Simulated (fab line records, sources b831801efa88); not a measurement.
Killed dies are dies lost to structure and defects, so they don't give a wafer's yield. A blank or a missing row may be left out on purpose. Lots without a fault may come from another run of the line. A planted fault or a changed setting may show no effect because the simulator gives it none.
Which tool did it? | flow gf180mcu | 12 lots, 36 wafers sampled, at 3 steps of a route of 602

WHAT THE GAUGES READ, wafer by wafer
GF_M4_OVL_MEAS_15.
lot  | measured     | on         | M4_OVL (nm)
L075 | day 23 14:37 | overlay-01 | 7 5 0
L077 | day 24 09:46 | overlay-02 | 7 7 5
L079 | day 25 04:12 | overlay-02 | 10 12 7
L081 | day 26 00:15 | overlay-01 | -2 4 -3
L082 | day 26 13:41 | overlay-01 | -1 3 1
L085 | day 27 15:24 | overlay-02 | 13 6 3
L087 | day 28 01:03 | overlay-01 | 1 0 -1
L089 | day 28 17:04 | overlay-02 | 4 0 2
L091 | day 28 22:32 | overlay-02 | 10 13 10
L093 | day 29 10:18 | overlay-02 | 4 3 11
L095 | day 30 01:06 | overlay-01 | 8 -2 7
L097 | day 30 11:25 | overlay-01 | 9 6 0

WHICH TOOL RAN EACH LOT (tool, then ch and the chambers of the sampled wafers, then the start)
lot  | GF_V3_CVD_23                  | GF_M4_SPUTTER_00
L075 | cvd_w-02 ch 0,1, day 22 15:09 | pvd_sputter-01, day 22 15:42
L077 | cvd_w-02 ch 0,1, day 23 09:53 | pvd_sputter-02, day 23 10:26
L079 | cvd_w-01 ch 0,1, day 24 05:41 | pvd_sputter-04, day 24 06:16
L081 | cvd_w-01 ch 0,1, day 25 01:30 | pvd_sputter-04, day 25 02:05
L082 | cvd_w-01 ch 0,1, day 25 15:36 | pvd_sputter-02, day 25 16:11
L085 | cvd_w-02 ch 0,1, day 26 18:15 | pvd_sputter-02, day 26 18:55
L087 | cvd_w-02 ch 0,1, day 27 04:30 | pvd_sputter-04, day 27 05:05
L089 | cvd_w-01 ch 0,1, day 27 21:09 | pvd_sputter-04, day 27 21:44
L091 | cvd_w-02 ch 0,1, day 28 02:38 | pvd_sputter-04, day 28 03:14
L093 | cvd_w-02 ch 0,1, day 28 13:49 | pvd_sputter-01, day 28 14:24
L095 | cvd_w-01 ch 1, day 29 05:19   | pvd_sputter-02, day 29 06:01
L097 | cvd_w-02 ch 0,1, day 29 16:33 | pvd_sputter-01, day 29 17:08
- GF_V3_CVD_23: deposits W, target thk 350 nm, time 104.9 s.
- GF_M4_SPUTTER_00: material Ti, target thk 37.5 nm, time 150 s.

THE ANSWER, worked out from the rows above alone
Rule: what is usual is taken from the lots themselves. Put in order of their means at a reading, lots are off if they are a third of the lots or fewer, leave a main group of 4 or more, and stand apart from it by a gap of 3 or more times the standard deviation of the main group's means; of several such gaps the widest counts. A main group whose means are all the same, to the digits that the tables above print for the reading, isn't used. A lot without any number at a reading at which 4 lots or more have one is off too. The other lots that the step has rows for count as sound.
No lot is off at any reading shown: from this, nothing can be told.

WHAT THE SIMULATOR HAD PUT IN
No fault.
